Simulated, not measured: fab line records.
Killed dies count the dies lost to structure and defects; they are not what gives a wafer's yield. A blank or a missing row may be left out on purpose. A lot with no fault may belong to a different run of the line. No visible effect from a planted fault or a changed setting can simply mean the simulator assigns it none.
Chamber matching	flow sfqLine	SFQ_TRILAYER_I2_CMP_CMP_064 on cmp-01: 4 sister chambers
The step polishes SiO2. 19 wafers are shown with their chamber, then 9 later ones without.

== WAFERS WITH THEIR CHAMBER ==
wafer	chamber	motorCurrentA (A)	timeToEndpointS (s)	retainingRingPressureFrac
L170.1	2	10.3	204	1.001
L170.2	1	11.8	212	1.001
L170.5	2	10.0	211	1.001
L172.4	1	11.9	217	1.000
L172.2	3	11.1	204	1.006
L172.6	1	11.5	216	1.003
L174.2	3	12.0	214	1.015
L174.1	2	9.9	209	1.002
L174.6	3	10.6	216	1.012
L177.2	0	11.1	214	1.007
L177.3	1	12.7	213	1.007
L177.6	3	11.7	215	0.999
L183.3	3	11.1	212	1.001
L184.2	1	11.5	211	0.993
L184.5	3	11.5	212	0.998
L185.2	3	11.2	225	1.008
L186.1	0	10.8	216	0.999
L186.5	0	11.3	230	1.001
L186.6	1	11.9	225	1.005

SIGNATURES, as means of the wafers listed above
reading	chamber 0	chamber 1	chamber 2	chamber 3	scatter within a chamber
motorCurrentA	11.067	11.883	10.067	11.314	0.404
timeToEndpointS	220.00	215.67	208.00	214.00	6.02
retainingRingPressureFrac	1.00233	1.00150	1.00133	1.00557	0.00524
Rule: distance of a wafer from a chamber = root of the sum over the readings of ((wafer's reading minus chamber's mean) / reading's scatter) squared. The wafer belongs to the nearest chamber; if the next one is less than 2 further off, it can't be placed. The scatter: the root of (the sum of the squares of (reading less its chamber's mean) over the shown wafers, divided by (wafers less chambers)).

== WAFERS MISSING THEIR CHAMBER ==
wafer	motorCurrentA (A)	timeToEndpointS (s)	retainingRingPressureFrac
L189.1	9.8	211	1.000
L189.5	11.2	222	1.002
L189.6	11.7	214	0.996
L191.1	9.9	216	0.988
L191.2	12.1	219	0.994
L191.5	11.2	221	1.003
L192.4	10.9	218	1.006
L192.2	12.4	213	1.000
L192.6	11.8	213	0.997

== THE CHAMBER EACH PASSED THROUGH ==
wafer	from the rows above	in truth
L189.1	2	2
L189.5	can't be placed: 0 or 3 or 1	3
L189.6	can't be placed: 1 or 3 or 0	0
L191.1	can't be placed: 2 or 0 or 3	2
L191.2	can't be placed: 1 or 0 or 3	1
L191.5	can't be placed: 0 or 3 or 1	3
L192.4	can't be placed: 0 or 3 or 1 or 2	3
L192.2	can't be placed: 1 or 3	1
L192.6	can't be placed: 1 or 3 or 0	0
Correct placement for 1 of the 9. These rows do not allow placing 8 (true chamber among the candidates in 8). Wrongly placed: 0.
